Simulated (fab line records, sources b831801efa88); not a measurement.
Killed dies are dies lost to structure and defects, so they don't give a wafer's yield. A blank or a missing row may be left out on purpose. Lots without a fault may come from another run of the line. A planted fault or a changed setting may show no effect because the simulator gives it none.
Which tool did it? | flow sky130 | 7 lots, 19 wafers sampled, at 1 step of a route of 708

WHAT THE GAUGES READ, wafer by wafer
SKY_FIELD_ISO_BOW_MEAS_00.
lot  | measured    | on            | INCOMING_BOW (um)
L699 | day 1 20:00 | film_metro-04 | 2 7 1
L701 | day 2 06:01 | film_metro-02 | 1 -9 -5
L704 | day 2 21:04 | film_metro-04 | 8 1 0
L708 | day 3 17:00 | film_metro-04 | -10 -2 4
L711 | day 4 08:01 | film_metro-02 | -1 -1 4
L715 | day 5 04:02 | film_metro-04 | 1 0
L717 | day 5 14:01 | film_metro-04 | 8 3

WHICH TOOL RAN EACH LOT (tool, then ch and the chambers of the sampled wafers, then the start)
The record holds no process step before these readings.

THE ANSWER, worked out from the rows above alone
Rule: what is usual is taken from the lots themselves. Put in order of their means at a reading, lots are off if they are a third of the lots or fewer, leave a main group of 4 or more, and stand apart from it by a gap of 3 or more times the standard deviation of the main group's means; of several such gaps the widest counts. A main group whose means are all the same, to the digits that the tables above print for the reading, isn't used. A lot without any number at a reading at which 4 lots or more have one is off too. The other lots that the step has rows for count as sound.
No lot is off at any reading shown: from this, nothing can be told.

WHAT THE SIMULATOR HAD PUT IN
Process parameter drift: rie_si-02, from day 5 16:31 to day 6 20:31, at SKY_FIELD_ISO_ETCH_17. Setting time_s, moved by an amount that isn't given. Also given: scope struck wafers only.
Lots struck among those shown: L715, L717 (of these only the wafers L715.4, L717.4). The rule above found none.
